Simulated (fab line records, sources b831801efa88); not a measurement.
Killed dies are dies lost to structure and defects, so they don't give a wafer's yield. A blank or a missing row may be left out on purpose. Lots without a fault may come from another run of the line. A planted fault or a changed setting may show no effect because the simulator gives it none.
A struck lot beside a sound one | flow sky130 | 14 steps out of a route of 708
Sound: wafers L852.2, L852.4, L852.5. Struck: wafers L843.3, L843.5, L843.6. The cause comes at the end.
At each step with rows: each side's tool, then ch and its chambers, then its first start. Under that, the readings that differ: sound wafers | struck wafers | difference of the means | sigmas: that difference in standard deviations of wafers without a fault.
alike: readings whose means differ by less than 2 such deviations, and words and numbers that are the same on both sides. not compared: withheld readings, readings that some wafer has no value for, bounds like >300 that may hide the same value, and numbers for which the record gives no deviation and whose values overlap.
The two part at a step that has a row with sigmas, a row that says differs or no value, or rows on one side only. Numbers that don't overlap but have no deviation are shown without sigmas and don't part them. A reading that every wafer of one side lacks parts them only if that side has two wafers or more.

SKY_METAL4_STRIP_19: strips in O2/N2.
  sound on plasma_asher-03 ch 0,1, day 46 12:06; struck on plasma_asher-01 ch 0,1, day 44 05:27
  alike: drypump_motor_current_A, oes_product_au, strip_time_to_endpoint_s
  not compared: rf_hours_counter_h
then, 4 steps without rows for these wafers: SKY_METAL4_STRIP_20 (strips in post etch residue remover, time 1200 s); SKY_METAL4_CLEAN_21 (cleans in IPA, time 180 s); SKY_METAL4_CLEAN_22 (cleans in O3/DIW); SKY_VIA4_HDPCVD_00 (deposits SiO2, target thk 1750 nm, time 291.7 s).
SKY_VIA4_THK_MEAS_01:
  sound on film_metro-01, day 46 13:19; struck on film_metro-04, day 44 06:42
  alike: VIA4_HDPCVD_THK
SKY_VIA4_CMP_02: polishes SiO2.
  sound on cmp-02 ch 1,3, day 46 13:25; struck on cmp-01 ch 1,2,3, day 44 06:50
  reading             | sound          | struck         | difference | sigmas
  motor_current_A (A) | 15.1 12.9 14.3 | 10.9 12.1 11.2 | -2.7       | -2
SKY_VIA4_BOW_MEAS_03:
  sound on film_metro-03, day 46 13:41; struck on film_metro-01, day 44 07:05
  alike: VIA4_BOW
then, 4 steps without rows for these wafers: SKY_VIA4_DEHYDRATE_04 (time 60 s); SKY_VIA4_HMDS_05 (prime time 60 s); SKY_VIA4_COAT_06 (resist thk 1140 nm); SKY_VIA4_SOFTBAKE_07 (time 60 s).
SKY_VIA4_EXPOSE_08: exposes mask VIM4, target cd 800 nm.
  sound on iline_stepper-02 ch 0, day 47 00:15; struck on iline_stepper-02, day 44 18:25
  no value came back on the struck wafers for exposure_dose_mJ_cm2, focus_offset_nm (nm); on the sound wafers exposure_dose_mJ_cm2 reads 132.11 132.01 132.20
  alike: mask
then, 1 step without rows for these wafers: SKY_VIA4_PEB_09.

WHERE THEY PART
First at SKY_VIA4_CMP_02; last, within this record, at SKY_VIA4_EXPOSE_08.

WHY: what the simulator had put in
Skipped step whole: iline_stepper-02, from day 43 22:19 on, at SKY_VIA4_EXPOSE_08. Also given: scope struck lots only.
